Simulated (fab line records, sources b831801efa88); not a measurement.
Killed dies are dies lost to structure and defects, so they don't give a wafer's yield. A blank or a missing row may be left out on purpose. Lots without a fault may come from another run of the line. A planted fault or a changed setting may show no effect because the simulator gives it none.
fab line records | flow gf180mcu
record lots=6 wafers=18 last_day=34
route steps=602 shown M2@372 V2@382 M3@409 PASSIVATION@602
lots that met no fault: from a run of the same line without faults
start_h: hours from the record's first day to the start of the lot's first wafer shown | wait_h: hours since the lot's step before | " the same as in the row above | L1.1+2: a row that stands for several wafers | - no value, or no start given | * or withheld: withheld | < > ~ a bound
route shown NAME@n: a module of which the file shows steps, and the number in the route of the first | usual: mean/standard deviation of fault-free wafers | same: alike in all rows | chamber/n: place in a boat | sites: the reading at each site | _std_site: their standard deviation | _edge_site: outer sites' mean less inner sites' | radius_mm: how far each site lies from the wafer's centre | mask NAME#n: copy n | behind: the tool/chamber that last shaped the wafer | hold: why the lot was held/for how many hours/how that ended | device: the transistor (n, p or np) that didn't switch | end of line: the same wafers' tests at the end of the route | a step without rows: its recipe alone | killed: dies lost to structure and defects at the first sort, not the wafer's yield | map: a wafer's dies, x killed, . not, _ none there
set.NAME: the setting as run; set.NAME@STEP: as run at that earlier step | model.NAME: the simulator's own value behind a step, which no gauge read
lots at some steps of the route; a table a step, a row a wafer
services: from which hour (start_h, from the record's first day; less than 0 if before it) a tool's chamber was out of use, for how many hours, and why
## steps
# step GF_M2_SOFTBAKE_10
# recipe temp_c=130 time_s=60 resist=KrF
# step GF_M2_EXPOSE_11
# recipe mask_id=Metal2 target_cd_nm=280 na=0.68 source_shape=conventional sigma_outer=0.6 dose_mj=28
# step GF_M2_PEB_12
# recipe peb_temp_c=135 peb_time_s=90 resist=KrF
# step GF_M2_DEVELOP_13
# recipe develop_time_s=60 dev_temp_c=21
# step GF_M2_CD_MEAS_14
# recipe target_cd_nm=280
# usual cd_nm=279.8/1.2
# columns lot.wafer tool chamber start_h wait_h cd_nm
L242.1 cd_sem-02 - 442.94 0.1 280.0
L242.3 " - " " 280.1
L242.6 " - " " 281.1
L245.1 cd_sem-01 - 461.44 0.1 279.7
L245.3 " - " " 280.4
L245.4 " - " " 279.6
L246.1 cd_sem-01 - 527.32 0.1 277.7
L246.4 " - " " 277.5
L246.6 " - " " 277.9
L258.3 cd_sem-02 - 601.87 0.1 278.1
L258.4 " - " " 280.1
L258.6 " - " " 278.9
L260.2 cd_sem-01 - 615.67 0.1 280.8
L260.4 " - " " 281.3
L260.6 " - " " 281.3
L263.1 cd_sem-01 - 635.12 0.1 280.4
L263.3 " - " " 279.6
L263.5 " - " " 280.4
# step GF_M2_OVL_MEAS_15
# usual M2_OVL=-1/6.3
# columns lot.wafer tool chamber start_h wait_h M2_OVL[nm]
L242.1 overlay-01 - 443.06 0.1 -12
L242.3 " - " " -13
L242.6 " - " " 8
L245.1 overlay-01 - 461.56 0.1 -6
L245.3 " - " " -10
L245.4 " - " " -1
L246.1 overlay-02 - 527.44 0.1 -4
L246.4 " - " " -11
L246.6 " - " " -12
L258.3 overlay-02 - 601.97 0.1 -3
L258.4 " - " " 0
L258.6 " - " " -1
L260.2 overlay-01 - 615.77 0.1 4
L260.4 " - " " -1
L260.6 " - " " 1
L263.1 overlay-02 - 635.24 0.1 9
L263.3 " - " " 5
L263.5 " - " " 8
# step GF_M2_METAL_ETCH_16
# recipe chemistry=Cl2/BCl3 mask_material=KrF target_depth_nm=627.5 stop_on=SiO2 pressure_mtorr=8 icp_w=800 bias_w=140 Cl2_flow_sccm=80 bcl3_flow_sccm=40 time_s=104.6
# usual bcl3_flow_sccm=40.01/0.12 drypump_motor_current_A=5.8/0.41 oes_product_au=0.971/0.006 throttle_valve_pct=28.251/0.0097
# columns lot.wafer tool chamber start_h wait_h bcl3_flow_sccm drypump_motor_current_A oes_product_au rf_hours_counter_h throttle_valve_pct
L242.1 rie_metal-02 1 443.09 0.0 39.87 6.4 0.984 9 28.260
L242.3 " 1 " " 39.81 6.4 0.974 - 28.242
L242.6 " 0 " " 40.24 6.4 0.981 - 28.240
L245.1 rie_metal-03 1 461.59 0.0 40.03 6.1 0.976 9 28.247
L245.3 " 1 " " 39.99 6.1 0.971 - 28.251
L245.4 " 0 " " 39.95 5.6 0.978 - 28.247
L246.1 rie_metal-03 0 527.48 0.0 39.97 5.6 0.966 10 28.235
L246.4 " 0 " " 39.80 5.6 0.968 - 28.268
L246.6 " 0 " " 39.95 5.6 0.967 - 28.245
L258.3 rie_metal-03 1 602.03 0.1 40.01 6.1 0.965 - 28.255
L258.4 " 0 " " 39.84 5.6 0.969 - 28.249
L258.6 " 0 " " 39.93 5.6 0.971 - 28.243
L260.2 rie_metal-03 0 615.84 0.1 39.99 5.6 0.964 - 28.256
L260.4 " 0 " " 39.80 5.6 0.968 - 28.257
L260.6 " 0 " " 40.13 5.6 0.976 - 28.249
L263.1 rie_metal-04 1 635.27 0.0 39.83 5.3 0.973 3 28.258
L263.3 " 0 " " 40.01 5.5 0.973 - 28.229
L263.5 " 0 " " 39.90 5.5 0.976 - 28.259
# step GF_M2_STRIP_17
# recipe chemistry=O2/N2 power_w=1400 pressure_mtorr=1500 platen_temp_c=250 o2_flow_sccm=3000 n2_flow_sccm=300 overash_fraction=0.5
# step GF_M2_STRIP_18
# recipe chemistry=post_etch_residue_remover time_s=1200 temp_c=72.5
# step GF_M2_CLEAN_19
# recipe chemistry=DIW dry=n2_spin
# step GF_V2_CVD_00
# recipe material=SiO2 target_thk_nm=600 sigma_open_frac=0.3 temp_c=400 time_s=100 sih4_flow_sccm=60 pressure_mtorr=6
# step GF_V2_THK_MEAS_01
# recipe reads=SiO2_of_V2_CVD_00
# usual V2_CVD_00_THK=600/6.1
# columns lot.wafer tool chamber start_h wait_h V2_CVD_00_THK[nm]
L242.1 film_metro-03 - 443.85 0.1 589
L242.3 " - " " 583
L242.6 " - " " 594
L245.1 film_metro-03 - 462.31 0.0 601
L245.3 " - " " 600
L245.4 " - " " 601
L246.1 film_metro-02 - 528.40 0.0 605
L246.4 " - " " 603
L246.6 " - " " 603
L258.3 film_metro-03 - 602.73 0.1 594
L258.4 " - " " 600
L258.6 " - " " 594
L260.2 film_metro-02 - 616.64 0.0 596
L260.4 " - " " 601
L260.6 " - " " 597
L263.1 film_metro-03 - 636.03 0.0 598
L263.3 " - " " 591
L263.5 " - " " 600
# step GF_V2_CVD_02
# recipe material=SiO2 target_thk_nm=850 precursor=TEOS temp_c=400 time_s=94.851 rf_w=600
# usual heater_power_w=681/97
# columns lot.wafer tool chamber start_h wait_h heater_power_w model.SiO2_of_V2_CVD_02.thk_nm
L242.1 pecvd-02 2 443.91 0.1 557 841.7
L242.3 " 2 " " 574 849.5
L242.6 " 2 " " 445 853.7
L245.1 pecvd-03 2 462.37 0.1 734 842.2
L245.3 " 1 " " 687 854.9
L245.4 " 1 " " 741 852.5
L246.1 pecvd-04 2 528.46 0.1 658 829.8
L246.4 " 1 " " 587 846.8
L246.6 " 0 " " 787 837.4
L258.3 pecvd-04 1 602.77 0.0 730 610.4
L258.4 " 2 " " 522 605.5
L258.6 " 0 " " 765 857.6
L260.2 pecvd-04 2 616.69 0.0 536 593.6
L260.4 " 2 " " 579 608.4
L260.6 " 1 " " 690 850.4
L263.1 pecvd-03 0 636.09 0.1 686 847.3
L263.3 " 2 " " 618 848.8
L263.5 " 2 " " 668 860.7
# step GF_V2_THK_MEAS_03
# recipe reads=SiO2_of_V2_CVD_02
# usual V2_CVD_02_THK=847/10
# columns lot.wafer tool chamber start_h wait_h hold V2_CVD_02_THK[nm]
L242.1 film_metro-02 - 444.01 0.1 - 842
L242.3 " - " " - 849
L242.6 " - " " - 854
L245.1 film_metro-04 - 462.44 0.0 - 842
L245.3 " - " " - 855
L245.4 " - " " - 853
L246.1 film_metro-04 - 528.53 0.0 - 830
L246.4 " - " " - 846
L246.6 " - " " - 837
L258.3 film_metro-02 - 602.86 0.1 await_dispo/0.2h/release 610
L258.4 " - " " await_dispo/0.2h/release 606
L258.6 " - " " await_dispo/0.2h/release 858
L258.3 film_metro-02 - 603.08 0.2 - 610
L258.4 " - " " - 605
L258.6 " - " " - 858
L260.2 film_metro-03 - 616.77 0.0 await_dispo/0.2h/release 593
L260.4 " - " " await_dispo/0.2h/release 608
L260.6 " - " " await_dispo/0.2h/release 851
L260.2 film_metro-03 - 617.00 0.2 - 594
L260.4 " - " " - 608
L260.6 " - " " - 851
L263.1 film_metro-02 - 636.18 0.1 - 847
L263.3 " - " " - 848
L263.5 " - " " - 861
# step GF_V2_CMP_04
# recipe material=SiO2 down_force_psi=4 platen_rpm=60 pad_velocity_m_s=0.94248
# usual motor_current_A=12.0/1.1 time_to_endpoint_s=77/5.2
# columns lot.wafer tool chamber start_h wait_h hold motor_current_A time_to_endpoint_s
L242.1 cmp-01 1 444.12 0.1 - 12.0 70
L242.3 " 2 " " - 10.7 70
L242.6 " 0 " " - 12.7 77
L245.4 cmp-01 3 462.50 0.0 - 10.7 78
L245.1 " 1 " " - 11.8 72
L245.3 " 2 " " - 10.9 76
L246.4 cmp-02 1 528.64 0.1 - 12.3 84
L246.1 " 2 " " - 12.1 72
L246.6 " 0 " " - 14.0 77
L258.4 cmp-02 0 603.95 0.8 await_dispo/0.7h/release 13.7 35
L258.3 " 1 " " await_dispo/0.7h/release 12.6 33
L258.6 " 3 " " await_dispo/0.7h/release 12.6 80
L260.2 cmp-02 1 618.78 1.8 await_dispo/1.7h/release 12.6 29
L260.4 " 2 " " await_dispo/1.7h/release 11.7 30
L260.6 " 2 " " await_dispo/1.7h/release 12.0 73
L263.1 cmp-01 1 636.24 0.1 - 12.4 79
L263.3 " 3 " " - 10.9 77
L263.5 " 1 " " - 12.1 82
# step GF_V2_BOW_MEAS_05
# recipe mode=bow
# usual V2_BOW=100/8.4
# columns lot.wafer tool chamber start_h wait_h hold V2_BOW[um]
L242.1 film_metro-02 - 444.37 0.2 - 84
L242.3 " - " " - 88
L242.6 " - " " - 105
L245.1 film_metro-04 - 462.80 0.1 - 96
L245.3 " - " " - 95
L245.4 " - " " - 104
L246.1 film_metro-02 - 528.89 0.1 - 76
L246.4 " - " " - 86
L246.6 " - " " - 87
L258.3 film_metro-04 - 604.25 0.2 await_dispo/0.2h/release 97
L258.4 " - " " await_dispo/0.2h/release 97
L258.6 " - " " await_dispo/0.2h/release 98
L258.3 film_metro-04 - 604.63 0.4 - -
L258.4 " - " " - -
L258.6 " - " " - -
L260.2 film_metro-04 - 619.26 0.4 await_dispo/0.2h/release 113
L260.4 " - " " await_dispo/0.2h/release 102
L260.6 " - " " await_dispo/0.2h/release 104
L260.2 film_metro-04 - 619.54 0.3 - -
L260.4 " - " " - -
L260.6 " - " " - -
L263.1 film_metro-03 - 636.54 0.2 - 110
L263.3 " - " " - 90
L263.5 " - " " - 94
# step GF_V2_HMDS_07
# recipe prime_time_s=60 prime_temp_c=120
# step GF_V2_COAT_08
# recipe resist=BARC temp_c=withheld time_s=withheld spin_rpm=withheld resist_thk_nm=withheld
# step GF_V2_COAT_09
# recipe resist=KrF spin_rpm=withheld resist_thk_nm=1000
# step GF_V2_SOFTBAKE_10
# recipe temp_c=130 time_s=60 resist=KrF
# step GF_V2_EXPOSE_11
# recipe mask_id=Via2 target_cd_nm=260 na=0.68 source_shape=conventional sigma_outer=0.6 dose_mj=38
# step GF_V2_PEB_12
# recipe peb_temp_c=135 peb_time_s=90 resist=KrF
# step GF_V2_DEVELOP_13
# recipe develop_time_s=60 resist=KrF dev_temp_c=21
# step GF_V2_CD_MEAS_14
# recipe target_cd_nm=260
# usual cd_nm=259.8/1.1
# columns lot.wafer tool chamber start_h wait_h cd_nm
L242.1 cd_sem-01 - 468.95 0.1 258.6
L242.3 " - " " 258.4
L242.6 " - " " 258.4
L245.1 cd_sem-02 - 486.90 0.1 259.2
L245.3 " - " " 259.6
L245.4 " - " " 258.6
L246.1 cd_sem-02 - 551.35 0.1 259.4
L246.4 " - " " 259.3
L246.6 " - " " 258.7
L258.3 cd_sem-01 - 623.17 0.1 259.8
L258.4 " - " " 260.4
L258.6 " - " " 260.0
L260.2 cd_sem-02 - 637.15 0.1 258.3
L260.4 " - " " 258.7
L260.6 " - " " 257.5
L263.1 cd_sem-01 - 656.35 0.1 259.9
L263.3 " - " " 259.4
L263.5 " - " " 260.2
# step GF_V2_OVL_MEAS_15
# usual V2_OVL=0/4.7
# columns lot.wafer tool chamber start_h wait_h V2_OVL[nm]
L242.1 overlay-01 - 469.07 0.1 -1
L242.3 " - " " 0
L242.6 " - " " -5
L245.1 overlay-01 - 487.02 0.1 1
L245.3 " - " " -1
L245.4 " - " " -3
L246.1 overlay-01 - 551.47 0.1 -2
L246.4 " - " " -4
L246.6 " - " " -4
L258.3 overlay-01 - 623.26 0.1 -1
L258.4 " - " " 5
L258.6 " - " " 0
L260.2 overlay-02 - 637.26 0.1 -1
L260.4 " - " " 1
L260.6 " - " " 0
L263.1 overlay-02 - 656.47 0.1 2
L263.3 " - " " -3
L263.5 " - " " -1
# step GF_V2_ETCH_16
# recipe chemistry=N2/H2 target_depth_a=withheld overetch_a=withheld time_s=withheld target=BARC ion_energy_ev=200 source_w=500 bias_w=100 pressure_mtorr=30 n2_flow_sccm=100 h2_flow_sccm=200
# usual drypump_motor_current_A=5.9/0.4 h2_flow_sccm=199.9/0.58 n2_flow_sccm=99.98/0.28 oes_product_au=0.855/0.004 throttle_valve_pct=13.224/0.0086
# columns lot.wafer tool chamber start_h wait_h drypump_motor_current_A h2_flow_sccm n2_flow_sccm oes_product_au throttle_valve_pct
L242.1 rie_diel-03 3 469.10 0.0 6.0 199.8 99.95 0.854 13.207
L242.3 " 1 " " 6.4 198.9 100.08 0.864 13.212
L242.6 " 3 " " 6.0 200.3 100.68 0.860 13.215
L245.1 rie_diel-02 1 487.05 0.0 5.9 200.8 100.62 0.850 13.221
L245.3 " 0 " " 5.8 200.3 100.12 0.859 13.219
L245.4 " 2 " " 6.2 199.4 99.49 0.863 13.231
L246.1 rie_diel-04 1 551.50 0.0 5.6 200.9 100.07 0.852 13.216
L246.4 " 3 " " 6.1 200.0 100.52 0.855 13.227
L246.6 " 1 " " 5.6 200.1 99.84 0.847 13.229
L258.3 rie_diel-04 3 623.29 0.0 6.1 199.4 99.78 0.860 13.232
L258.4 " 1 " " 5.6 200.2 100.12 0.856 13.208
L258.6 " 2 " " 5.5 200.0 99.96 0.856 13.221
L260.2 rie_diel-03 2 637.29 0.0 5.1 200.0 99.72 0.855 13.223
L260.4 " 0 " " 6.3 200.0 99.71 0.849 13.216
L260.6 " 2 " " 5.1 199.8 100.00 0.855 13.225
L263.1 rie_diel-02 1 656.50 0.0 5.9 200.7 100.05 0.853 13.221
L263.3 " 0 " " 5.8 200.2 99.86 0.859 13.236
L263.5 " 2 " " 6.2 199.8 100.51 0.849 13.225
# step GF_V2_ETCH_17
# recipe chemistry=C4F8/O2/Ar mask_material=KrF target=SiO2 stop_on=TiN source_w=1500 bias_w=1200 pressure_mtorr=40 c4f8_flow_sccm=withheld O2_flow_sccm=6 Ar_flow_sccm=300 time_s=withheld target_depth_a=6300
# usual oes_product_au=0.855/0.0045
# columns lot.wafer tool chamber start_h wait_h oes_product_au model.V2.feature_depth_nm model.etch.depth_nm
L242.1 rie_diel-03 3 - - 0.852 631.6 631.6
L242.3 " 1 " " 0.846 631.3 631.3
L242.6 " 3 " " 0.860 633.9 633.9
L245.1 rie_diel-02 1 - - 0.852 630.5 630.5
L245.3 " 0 " " 0.848 630.5 630.5
L245.4 " 2 " " 0.853 631.7 631.7
L246.1 rie_diel-04 1 - - 0.858 631.9 631.9
L246.4 " 3 " " 0.848 631.6 631.6
L246.6 " 1 " " 0.855 632.6 632.6
L258.3 rie_diel-04 3 - - 0.842 610.4 610.4
L258.4 " 1 " " 0.841 605.5 605.5
L258.6 " 2 " " 0.855 632.4 632.4
L260.2 rie_diel-03 2 - - 0.829 593.6 593.6
L260.4 " 0 " " 0.849 608.4 608.4
L260.6 " 2 " " 0.852 631.7 631.7
L263.1 rie_diel-02 1 - - 0.851 632.8 632.8
L263.3 " 0 " " 0.862 631.8 631.8
L263.5 " 2 " " 0.854 632.6 632.6
# step GF_V2_STRIP_18
# recipe chemistry=O2/N2 power_w=1400 pressure_mtorr=1500 platen_temp_c=250 o2_flow_sccm=3000 n2_flow_sccm=300 overash_fraction=0.5
# usual drypump_motor_current_A=5.7/0.33 heater_power_w=311/34 n2_flow_sccm=299.9/0.93 oes_product_au=0.592/0.0049
# columns lot.wafer tool chamber start_h wait_h drypump_motor_current_A heater_power_w n2_flow_sccm oes_product_au rf_hours_counter_h
L242.1 plasma_asher-02 1 469.23 - 6.1 329 298.9 0.591 92
L242.3 " 0 " " 5.9 310 300.9 0.591 -
L242.6 " 0 " " 5.9 312 299.9 0.592 -
L245.1 plasma_asher-02 1 487.18 - 6.1 327 301.2 0.587 94
L245.3 " 0 " " 5.8 309 298.5 0.586 -
L245.4 " 1 " " 6.1 327 301.8 0.588 -
L246.1 plasma_asher-04 0 551.63 - 5.2 368 300.7 0.598 12
L246.4 " 0 " " 5.2 364 299.9 0.597 -
L246.6 " 1 " " 5.7 300 300.6 0.596 -
L258.3 plasma_asher-03 0 623.45 - 5.8 260 300.4 0.600 -
L258.4 " 1 " " 5.4 265 299.6 0.596 -
L258.6 " 0 " " 5.8 255 301.0 0.586 -
L260.2 plasma_asher-04 1 637.42 - 5.7 300 301.0 0.589 22
L260.4 " 1 " " 5.7 297 301.8 0.592 -
L260.6 " 1 " " 5.7 308 300.1 0.589 -
L263.1 plasma_asher-02 1 656.63 - 6.1 331 298.2 0.600 114
L263.3 " 0 " " 5.9 313 300.0 0.584 -
L263.5 " 0 " " 5.9 307 300.6 0.589 -
# step GF_V2_STRIP_19
# recipe chemistry=post_etch_residue_remover time_s=1200 temp_c=72.5
# step GF_V2_CLEAN_20
# recipe chemistry=DIW dry=n2_spin
# step GF_V2_SPUTTER_21
# recipe material=Ti target_thk_nm=15 chamber_pressure_pa=5 power_w=2500 substrate_temp_c=200 time_s=80.02
# step GF_V2_SPUTTER_22
# recipe material=TiN target_thk_nm=10 chamber_pressure_pa=5 power_w=4000 time_s=40
# step GF_V2_CVD_23
# recipe material=W target_thk_nm=350 time_s=104.94 temp_c=400 pressure_torr=40
# usual heater_power_w=914/95
# columns lot.wafer tool chamber start_h wait_h heater_power_w
L242.1 cvd_w-02 1 469.87 0.0 792
L242.3 " 1 " " 798
L242.6 " 0 " " 819
L245.1 cvd_w-02 0 487.82 0.0 825
L245.3 " 1 " " 794
L245.4 " 0 " " 820
L246.1 cvd_w-01 0 552.27 0.0 917
L246.4 " 0 " " 933
L246.6 " 0 " " 928
L258.3 cvd_w-01 1 624.09 0.1 1004
L258.4 " 0 " " 930
L258.6 " 0 " " 915
L260.2 cvd_w-01 0 638.06 0.0 911
L260.4 " 0 " " 924
L260.6 " 1 " " 1014
L263.1 cvd_w-01 1 657.26 0.0 1012
L263.3 " 1 " " 1049
L263.5 " 1 " " 1045
# step GF_V2_RS_MEAS_24
# recipe thk_meas_gauge=four-point-probe reads=W_of_V2_CVD_23+TiN_of_V2_SPUTTER_22+Ti_of_V2_SPUTTER_21
# usual V2_W_RS=0.327/0.0054
# columns lot.wafer tool chamber start_h wait_h V2_W_RS[ohm/sq]
L242.1 film_metro-02 - 469.98 0.1 0.330
L242.3 " - " " 0.329
L242.6 " - " " 0.323
L245.1 film_metro-02 - 487.93 0.1 0.324
L245.3 " - " " 0.334
L245.4 " - " " 0.325
L246.1 film_metro-03 - 552.38 0.1 0.333
L246.4 " - " " 0.333
L246.6 " - " " 0.333
L258.3 film_metro-04 - 624.20 0.1 0.319
L258.4 " - " " 0.325
L258.6 " - " " 0.331
L260.2 film_metro-02 - 638.19 0.1 0.330
L260.4 " - " " 0.333
L260.6 " - " " 0.322
L263.1 film_metro-04 - 657.49 0.2 0.326
L263.3 " - " " 0.326
L263.5 " - " " 0.327
# step GF_V2_THK_MEAS_25
# recipe thk_meas_gauge=xrf reads=W_of_V2_CVD_23
# usual V2_W_THK=355/7
# columns lot.wafer tool chamber start_h wait_h V2_W_THK[nm]
L242.1 film_metro-02 - 470.10 0.1 349
L242.3 " - " " 349
L242.6 " - " " 356
L245.1 film_metro-02 - 488.05 0.1 355
L245.3 " - " " 345
L245.4 " - " " 354
L246.1 film_metro-03 - 552.50 0.1 355
L246.4 " - " " 352
L246.6 " - " " 354
L258.3 film_metro-04 - 624.30 0.1 363
L258.4 " - " " 357
L258.6 " - " " 350
L260.2 film_metro-02 - 638.30 0.1 349
L260.4 " - " " 345
L260.6 " - " " 358
L263.1 film_metro-04 - 657.61 0.1 359
L263.3 " - " " 360
L263.5 " - " " 358
# step GF_V2_CMP_26
# recipe stop_on=SiO2 down_force_psi=3.5 platen_rpm=60 t_overpolish_s=15 target_thk_nm=0 pad_velocity_m_s=0.94248
# usual motor_current_A=11.2/1 overpolish_run_s=14.999/0.0093 time_to_endpoint_s=82/3.3
# columns lot.wafer tool chamber start_h wait_h motor_current_A overpolish_run_s time_to_endpoint_s model.SiO2_of_V2_CVD_02.thk_nm
L242.1 cmp-02 0 470.21 0.1 12.4 15.000 76 627.9
L242.3 " 2 " " 9.9 14.998 76 627.5
L242.6 " 3 " " 11.0 14.988 78 630.2
L245.4 cmp-01 0 488.11 0.0 11.5 14.998 82 627.9
L245.1 " 2 " " 9.3 15.003 76 626.7
L245.3 " 3 " " 9.2 14.988 80 626.7
L246.1 cmp-02 0 552.56 0.1 12.0 14.990 81 628.1
L246.4 " 2 " " 10.4 14.994 78 627.8
L246.6 " 1 " " 11.6 15.000 84 628.8
L258.3 cmp-02 0 624.34 0.0 13.4 15.003 87 606.6
L258.4 " 2 " " 11.2 15.013 80 601.7
L258.6 " 1 " " 11.6 14.999 84 628.6
L260.2 cmp-02 2 638.41 0.1 10.8 15.006 81 589.9
L260.4 " 3 " " 11.2 15.004 85 604.6
L260.6 " 2 " " 10.9 14.993 82 627.9
L263.3 cmp-01 0 657.67 0.0 11.5 15.000 85 628
L263.1 " 1 " " 11.5 14.996 80 629.1
L263.5 " 0 " " 11.7 14.987 84 628.8
# step GF_M3_SPUTTER_00
# recipe material=Ti target_thk_nm=37.5 arriving_ion_energy_ev=80 substrate_temp_c=200 chamber_pressure_pa=2 power_w=4000 time_s=150
# usual throttle_valve_pct=29.9/0.62
# columns lot.wafer tool chamber start_h wait_h throttle_valve_pct
L242.1 pvd_sputter-01 - 470.46 0.2 29.9
L242.3 " - " " 29.8
L242.6 " - " " 29.7
L245.1 pvd_sputter-02 - 488.41 0.1 30.3
L245.3 " - " " 29.5
L245.4 " - " " 29.4
L246.1 pvd_sputter-02 - 552.86 0.2 30.7
L246.4 " - " " 29.4
L246.6 " - " " 30.4
L258.3 pvd_sputter-02 - 624.67 0.3 29.7
L258.4 " - " " 29.3
L258.6 " - " " 29.3
L260.2 pvd_sputter-02 - 638.67 0.2 29.7
L260.4 " - " " 30.6
L260.6 " - " " 29.5
L263.1 pvd_sputter-01 - 657.97 0.2 29.5
L263.3 " - " " 29.8
L263.5 " - " " 29.7
# step GF_PASSIVATION_PROBE_99
# columns lot.wafer tool chamber start_h wait_h model.etest.met3_comb.leak_log10_a_um
L242.1 prober-02 - 675.40 0.1 -11.7
L242.3 prober-02 - 675.50 0.2 -12.01
L242.6 prober-02 - 675.65 0.2 -11.95
L245.1 prober-01 - 690.50 0.1 -12
L245.3 prober-01 - 690.60 0.2 -12.07
L245.4 prober-01 - 690.65 0.2 -12.14
L246.1 prober-02 - 740.90 0.1 -12.09
L246.4 prober-02 - 741.05 0.2 -12.03
L246.6 prober-02 - 741.15 0.2 -11.99
L258.3 prober-02 - 797.67 0.2 -7.174
L258.4 prober-02 - 797.72 0.2 -6.97
L258.6 prober-02 - 797.82 0.2 -11.85
L260.2 prober-01 - 806.40 0.1 -7.037
L260.4 prober-01 - 806.50 0.2 -6.728
L260.6 prober-01 - 806.60 0.2 -11.11
L263.1 prober-01 - 826.51 0.1 -11.9
L263.3 prober-01 - 826.61 0.2 -11.89
L263.5 prober-01 - 826.71 0.2 -11.95
# killed by level:class
L242.1 STI:geometric_particle:short=3 CONTACT:geometric_particle:short=3 V1:geometric_particle:short=3 M2:geometric_particle:short=3 V2:geometric_particle:open=3 V4:geometric_particle:short=3 POLY_GATE:geometric_particle:short=2 CONTACT:geometric_particle:open=2
L242.3 V1:geometric_particle:short=3 V1:geometric_particle:open=3 V2:geometric_particle:open=3 V4:geometric_particle:open=3 V5:geometric_particle:short=3 V5:geometric_particle:open=3 STI:geometric_particle:open=2 POLY_GATE:geometric_particle:short=2
L242.6 CONTACT:geometric_particle:short=4 CONTACT:geometric_particle:open=3 V1:geometric_particle:short=3 V1:geometric_particle:open=3 V3:geometric_particle:open=3 STI:geometric_particle:open=2 M1:geometric_particle:open=2 V2:geometric_particle:short=2
L245.1 V2:geometric_particle:open=5 STI:geometric_particle:short=4 CONTACT:geometric_particle:open=4 V1:geometric_particle:short=4 V1:geometric_particle:open=4 V3:geometric_particle:open=4 STI:geometric_particle:open=3 V2:geometric_particle:short=3
L245.3 V1:geometric_particle:open=6 V3:geometric_particle:open=6 V2:geometric_particle:open=4 CONTACT:geometric_particle:open=3 POLY_GATE:geometric_particle:open=2 M1:geometric_particle:short=2 V5:geometric_particle:open=2 V1:geometric_particle:short=2
L245.4 V5:geometric_particle:open=7 M4:geometric_particle:short=5 CONTACT:geometric_particle:short=4 STI:geometric_particle:short=3 M2:geometric_particle:short=3 CONTACT:geometric_particle:open=3 V1:geometric_particle:open=3 M3:geometric_particle:short=3
L246.1 V2:geometric_particle:open=5 CONTACT:geometric_particle:open=5 M5:geometric_particle:short=5 STI:geometric_particle:open=3 M1:geometric_particle:short=3 STI:geometric_particle:short=2 CONTACT:geometric_particle:short=2 V1:geometric_particle:open=2
L246.4 V3:geometric_particle:open=5 V5:geometric_particle:open=3 M1:geometric_particle:short=3 V1:geometric_particle:open=3 M2:geometric_particle:short=3 V4:geometric_particle:open=3 STI:geometric_particle:open=2 STI:geometric_particle:short=2
L246.6 CONTACT:geometric_particle:open=6 V3:geometric_particle:open=5 V2:geometric_particle:short=4 V4:geometric_particle:open=4 V5:geometric_particle:open=3 V4:geometric_particle:short=3 STI:geometric_particle:short=2 STI:geometric_particle:open=2
L263.1 V3:geometric_particle:open=6 V1:geometric_particle:open=4 CONTACT:geometric_particle:open=3 V1:geometric_particle:short=3 V2:geometric_particle:open=3 V4:geometric_particle:open=3 V5:geometric_particle:open=3 CONTACT:geometric_particle:short=2
L263.3 V2:geometric_particle:open=6 V4:geometric_particle:open=5 CONTACT:geometric_particle:open=4 V3:geometric_particle:short=4 M4:geometric_particle:short=4 V1:geometric_particle:open=3 M2:geometric_particle:short=3 TOP_METAL:geometric_particle:short=3
L263.5 V1:geometric_particle:open=6 V2:geometric_particle:open=5 V5:geometric_particle:open=5 SAB:geometric_particle:short=4 CONTACT:geometric_particle:open=4 CONTACT:geometric_particle:short=3 V1:geometric_particle:short=3 V3:geometric_particle:open=3
## services
# columns tool chamber start_h hours kind
rie_metal-03 - 427.69 1.4 pm
rie_diel-04 - 445.73 0.8 repair
rie_diel-04 - 445.98 0.2 repair
cmp-01 - 470.13 3.6 repair
cmp-02 - 471.78 1.4 repair
rie_diel-04 1 480.67 7.2 repair
pvd_sputter-02 - 489.47 8.8 repair
rie_diel-03 1 499.63 6.7 repair
cmp-02 - 516.86 0.2 repair
rie_metal-03 1 522.29 12.3 repair
rie_diel-04 - 530.86 2.8 pm
rie_diel-02 2 558.58 2.8 repair
cmp-02 - 563.49 1.8 repair
cmp-02 - 572.38 4.0 pm
rie_diel-02 3 573.37 9.8 repair
rie_metal-03 1 578.35 6.9 repair
cmp-01 - 591.55 22.1 repair
pvd_sputter-02 - 592.84 4.5 repair
rie_diel-04 2 592.89 4.2 repair
rie_diel-04 0 592.95 10.7 repair
cmp-01 - 604.81 1.0 repair
cmp-01 - 613.66 5.0 pm
cmp-01 - 632.23 2.5 repair
rie_diel-03 1 640.38 1.8 repair
## key
first_sign step=GF_V2_THK_MEAS_03 reading=visit direction=added
effect step=GF_V2_THK_MEAS_03 reading=V2_CVD_02_THK direction=down sigmas=24 usual=847 struck=604
effect step=GF_V2_CMP_04 reading=time_to_endpoint_s direction=down sigmas=8.6 usual=* struck=*
effect step=GF_V2_BOW_MEAS_05 reading=visit direction=added
effect step=GF_V2_ETCH_17 reading=oes_product_au direction=down sigmas=3.2 usual=0.855 struck=0.840
model_effect step=GF_V2_CVD_02 value=SiO2_of_V2_CVD_02.thk_nm without=848.1 struck=604.5
model_effect step=GF_V2_ETCH_17 value=V2.feature_depth_nm without=632.4 struck=604.5
model_effect step=GF_V2_CMP_26 value=SiO2_of_V2_CVD_02.thk_nm without=628.7 struck=600.7
model_effect step=GF_PASSIVATION_PROBE_99 value=etest.met3_comb.leak_log10_a_um without=-11.83 struck=-6.977
met_at GF_V2_CVD_02
struck_wafers L258.3,L258.4,L260.2,L260.4
sort_left_out L258.3,L258.4,L260.2,L260.4
onset_between 528.46 602.77
fault kind=process_parameter_drift tool=pecvd-04 chamber=- onset_h=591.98 steps=GF_V2_CVD_02 channel=target_thk_nm offset=-243.59 shape=step end_h=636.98 scope=struck_wafers_only acts_in=these_recipes_only stated=850
# sort_left_out: the simulated sort isn't trusted on such a fault, so these wafers' sort isn't shown, and their yield isn't known
